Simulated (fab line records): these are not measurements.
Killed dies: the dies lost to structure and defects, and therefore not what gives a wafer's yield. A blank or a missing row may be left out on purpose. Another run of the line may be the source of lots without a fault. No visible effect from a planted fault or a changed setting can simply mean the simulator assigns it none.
The tool behind it: which one? / flow gf180mcu / Sampling: 14 lots, 42 wafers, 4 of 602 route steps

## WHAT THE GAUGES SHOWED, per wafer
GF_STI_THK_MEAS_02.
lot=L500; measured=day 1 12:40; on=film_metro-02; STI_OXIDATION_THK (nm)=10.11 10.18 10.18
lot=L501; measured=day 1 16:31; on=film_metro-04; STI_OXIDATION_THK (nm)=10.31 10.09 10.25
lot=L502; measured=day 1 21:32; on=film_metro-04; STI_OXIDATION_THK (nm)=9.99 9.90 10.04
lot=L503; measured=day 2 03:47; on=film_metro-04; STI_OXIDATION_THK (nm)=10.16 10.30 10.11
lot=L504; measured=day 2 09:19; on=film_metro-04; STI_OXIDATION_THK (nm)=9.78 9.99 10.03
lot=L507; measured=day 2 23:55; on=film_metro-01; STI_OXIDATION_THK (nm)=9.78 9.79 9.97
lot=L510; measured=day 3 14:50; on=film_metro-02; STI_OXIDATION_THK (nm)=9.91 10.06 10.06
lot=L514; measured=day 4 09:32; on=film_metro-04; STI_OXIDATION_THK (nm)=10.27 9.95 10.04
lot=L516; measured=day 4 19:31; on=film_metro-04; STI_OXIDATION_THK (nm)=10.06 10.03 9.84
lot=L517; measured=day 5 00:32; on=film_metro-04; STI_OXIDATION_THK (nm)=10.04 10.03 10.11
lot=L518; measured=day 5 05:57; on=film_metro-04; STI_OXIDATION_THK (nm)=10.16 10.33 10.24
lot=L520; measured=day 5 18:20; on=film_metro-04; STI_OXIDATION_THK (nm)=10.18 9.79 9.76
lot=L522; measured=day 6 01:55; on=film_metro-04; STI_OXIDATION_THK (nm)=9.87 10.00 9.91
lot=L523; measured=day 6 07:01; on=film_metro-01; STI_OXIDATION_THK (nm)=10.21 10.06 9.93

GF_MVSD_TW_MEAS_11.
lot=L500; measured=day 4 11:20; on=film_metro-01; MVSD_TW=1566 1567 1565
lot=L501; measured=day 4 17:38; on=film_metro-02; MVSD_TW=1589 1589 1591
lot=L502; measured=day 5 00:08; on=film_metro-03; MVSD_TW=1576 1569 1565
lot=L503; measured=day 5 04:15; on=film_metro-02; MVSD_TW=1589 1593 1588
lot=L504; measured=day 5 10:07; on=film_metro-03; MVSD_TW=1579 1584 1575
lot=L507; measured=day 6 06:06; on=film_metro-02; MVSD_TW=1582 1579 1583
lot=L510; measured=day 6 21:04; on=film_metro-02; MVSD_TW=1592 1583 1578
lot=L514; measured=day 7 19:44; on=film_metro-01; MVSD_TW=1571 1568 1571
lot=L516; measured=day 8 10:36; on=film_metro-01; MVSD_TW=1580 1580 1575
lot=L517; measured=day 8 13:49; on=film_metro-01; MVSD_TW=1577 1575 1570
lot=L518; measured=day 8 19:18; on=film_metro-02; MVSD_TW=1570 1576 1579
lot=L520; measured=day 9 08:05; on=film_metro-03; MVSD_TW=1578 1569 1576
lot=L522; measured=day 9 19:55; on=film_metro-03; MVSD_TW=1576 1573 1579
lot=L523; measured=day 10 00:32; on=film_metro-01; MVSD_TW=1571 1573 1562

## TOOL THAT RAN EACH LOT (tool first, then ch and the chambers of the sampled wafers, then the start)
lot=L500; GF_STI_SOFTBAKE_08=litho_track-03 ch 0, day 1 20:35; GF_STI_CMP_25=cmp-02 ch 1,2, day 2 05:09
lot=L501; GF_STI_SOFTBAKE_08=litho_track-02 ch 0, day 2 00:19; GF_STI_CMP_25=cmp-02 ch 0,2,3, day 2 09:19
lot=L502; GF_STI_SOFTBAKE_08=litho_track-03 ch 0, day 2 05:23; GF_STI_CMP_25=cmp-01 ch 0,2, day 2 15:20
lot=L503; GF_STI_SOFTBAKE_08=litho_track-03 ch 0, day 2 11:53; GF_STI_CMP_25=cmp-02 ch 0,2,3, day 2 20:19
lot=L504; GF_STI_SOFTBAKE_08=litho_track-04 ch 0, day 2 17:53; GF_STI_CMP_25=cmp-01 ch 0,1,3, day 3 01:55
lot=L507; GF_STI_SOFTBAKE_08=litho_track-03 ch 0, day 3 08:24; GF_STI_CMP_25=cmp-01 ch 0,2,3, day 3 17:08
lot=L510; GF_STI_SOFTBAKE_08=litho_track-02 ch 0, day 3 23:11; GF_STI_CMP_25=cmp-02 ch 0,1,3, day 4 07:53
lot=L514; GF_STI_SOFTBAKE_08=litho_track-03 ch 0, day 4 18:21; GF_STI_CMP_25=cmp-01 ch 0,1, day 5 03:23
lot=L516; GF_STI_SOFTBAKE_08=litho_track-02 ch 0, day 5 04:14; GF_STI_CMP_25=cmp-02 ch 0,2, day 5 16:22
lot=L517; GF_STI_SOFTBAKE_08=litho_track-02 ch 0, day 5 09:55; GF_STI_CMP_25=cmp-02 ch 1,2,3, day 5 19:46
lot=L518; GF_STI_SOFTBAKE_08=litho_track-04 ch 0, day 5 14:58; GF_STI_CMP_25=cmp-01 ch 0,1,3, day 6 01:07
lot=L520; GF_STI_SOFTBAKE_08=litho_track-04 ch 0, day 6 03:01; GF_STI_CMP_25=cmp-02 ch 1,2,3, day 6 13:19
lot=L522; GF_STI_SOFTBAKE_08=litho_track-02 ch 0, day 6 12:14; GF_STI_CMP_25=cmp-02 ch 1,2,3, day 6 22:49
lot=L523; GF_STI_SOFTBAKE_08=litho_track-04 ch 0, day 6 17:40; GF_STI_CMP_25=cmp-02 ch 0,1,2, day 7 03:53
- GF_STI_SOFTBAKE_08: time 60 s.
- GF_STI_CMP_25: polishes, stops on Si3N4, t overpolish 33 s, target thk 524.6 nm.

## AS READ BY THE TOOLS THEMSELVES (means over the sampled wafers that have a number; for cases with no such wafer, the mark the record gives instead)
GF_STI_SOFTBAKE_08.
lot=L500; tool=litho_track-03; heater_power_total_W (W)=93.04; plate_temp_C (C)=130.03
lot=L501; tool=litho_track-02; heater_power_total_W (W)=93.07; plate_temp_C (C)=130.18
lot=L502; tool=litho_track-03; heater_power_total_W (W)=93.05; plate_temp_C (C)=130.08
lot=L503; tool=litho_track-03; heater_power_total_W (W)=93.11; plate_temp_C (C)=129.82
lot=L504; tool=litho_track-04; heater_power_total_W (W)=93.07; plate_temp_C (C)=130.20
lot=L507; tool=litho_track-03; heater_power_total_W (W)=92.00; plate_temp_C (C)=128.90
lot=L510; tool=litho_track-02; heater_power_total_W (W)=93.10; plate_temp_C (C)=130.12
lot=L514; tool=litho_track-03; heater_power_total_W (W)=92.04; plate_temp_C (C)=128.75
lot=L516; tool=litho_track-02; heater_power_total_W (W)=93.00; plate_temp_C (C)=129.89
lot=L517; tool=litho_track-02; heater_power_total_W (W)=93.05; plate_temp_C (C)=129.76
lot=L518; tool=litho_track-04; heater_power_total_W (W)=93.04; plate_temp_C (C)=130.01
lot=L520; tool=litho_track-04; heater_power_total_W (W)=93.07; plate_temp_C (C)=130.02
lot=L522; tool=litho_track-02; heater_power_total_W (W)=93.05; plate_temp_C (C)=129.80
lot=L523; tool=litho_track-04; heater_power_total_W (W)=93.01; plate_temp_C (C)=129.94

GF_STI_CMP_25.
lot=L500; tool=cmp-02; motor_current_A (A)=12.6; overpolish_run_s (s)=33.000; slurry_filter_dp_kPa (kPa)=13.63; time_to_endpoint_s (s)=118
lot=L501; tool=cmp-02; motor_current_A (A)=10.9; overpolish_run_s (s)=32.996; slurry_filter_dp_kPa (kPa)=13.58; time_to_endpoint_s (s)=121
lot=L502; tool=cmp-01; motor_current_A (A)=13.1; overpolish_run_s (s)=32.996; slurry_filter_dp_kPa (kPa)=13.63; time_to_endpoint_s (s)=129
lot=L503; tool=cmp-02; motor_current_A (A)=11.4; overpolish_run_s (s)=33.007; slurry_filter_dp_kPa (kPa)=13.52; time_to_endpoint_s (s)=126
lot=L504; tool=cmp-01; motor_current_A (A)=13.4; overpolish_run_s (s)=33.003; slurry_filter_dp_kPa (kPa)=13.54; time_to_endpoint_s (s)=127
lot=L507; tool=cmp-01; motor_current_A (A)=12.7; overpolish_run_s (s)=32.999; slurry_filter_dp_kPa (kPa)=13.53; time_to_endpoint_s (s)=132
lot=L510; tool=cmp-02; motor_current_A (A)=11.1; overpolish_run_s (s)=32.993; slurry_filter_dp_kPa (kPa)=13.44; time_to_endpoint_s (s)=120
lot=L514; tool=cmp-01; motor_current_A (A)=13.7; overpolish_run_s (s)=33.003; slurry_filter_dp_kPa (kPa)=13.48; time_to_endpoint_s (s)=121
lot=L516; tool=cmp-02; motor_current_A (A)=11.3; overpolish_run_s (s)=33.001; slurry_filter_dp_kPa (kPa)=13.52; time_to_endpoint_s (s)=129
lot=L517; tool=cmp-02; motor_current_A (A)=12.1; overpolish_run_s (s)=32.998; slurry_filter_dp_kPa (kPa)=13.62; time_to_endpoint_s (s)=131
lot=L518; tool=cmp-01; motor_current_A (A)=13.3; overpolish_run_s (s)=33.004; slurry_filter_dp_kPa (kPa)=13.39; time_to_endpoint_s (s)=121
lot=L520; tool=cmp-02; motor_current_A (A)=12.0; overpolish_run_s (s)=33.012; slurry_filter_dp_kPa (kPa)=13.38; time_to_endpoint_s (s)=129
lot=L522; tool=cmp-02; motor_current_A (A)=12.1; overpolish_run_s (s)=33.000; slurry_filter_dp_kPa (kPa)=13.69; time_to_endpoint_s (s)=127
lot=L523; tool=cmp-02; motor_current_A (A)=12.1; overpolish_run_s (s)=33.002; slurry_filter_dp_kPa (kPa)=13.42; time_to_endpoint_s (s)=127

## THE ANSWER, worked out from the rows above alone
Rule: what is usual is taken from the lots themselves. Put in order of their means at a reading, lots are off if they are a third of the lots or fewer, leave a main group of 4 or more, and stand apart from it by a gap of 3 or more times the standard deviation of the main group's means; of several such gaps the widest counts. Not used: any main group whose means are identical at the precision the tables above print for the reading. A lot without any number at a reading at which 4 lots or more have one is off too. All remaining lots with rows at the step are treated as sound. First the gauges in route order, then the tools' own readings, where a lot's mean is used as printed above. The first step at which some lot is off is used, and at that step the reading that is off furthest; a lot without a number counts as furthest.
Off: L507, L514 (GF_STI_SOFTBAKE_08, heater_power_total_W). Mean 93.05 W and standard deviation 0.031 in the main group.
A tool fits if, at that step or a process step before it, it ran every lot that is off, and no sound lot after the first of them. One fits: litho_track-03 at GF_STI_SOFTBAKE_08. A fault onset in the window from L503 (day 2 11:53, its last sound lot) to L507 (day 3 08:24, its first lot off) fits.
The tool's own readings at GF_STI_SOFTBAKE_08 bear it out: on the lots that are off they differ by more than 5 times the standard deviation of the sound lots' means. heater_power_total_W reads 92.02 W there against 93.05 W on the sound lots; plate_temp_C reads 128.82 C there against 129.99 C on the sound lots.

## WHAT HAD BEEN PUT IN BY THE SIMULATOR
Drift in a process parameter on litho_track-03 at GF_STI_SOFTBAKE_08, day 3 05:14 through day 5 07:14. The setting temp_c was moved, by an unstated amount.
Struck lots among those shown: L507, L514. The same result came from the rule above.
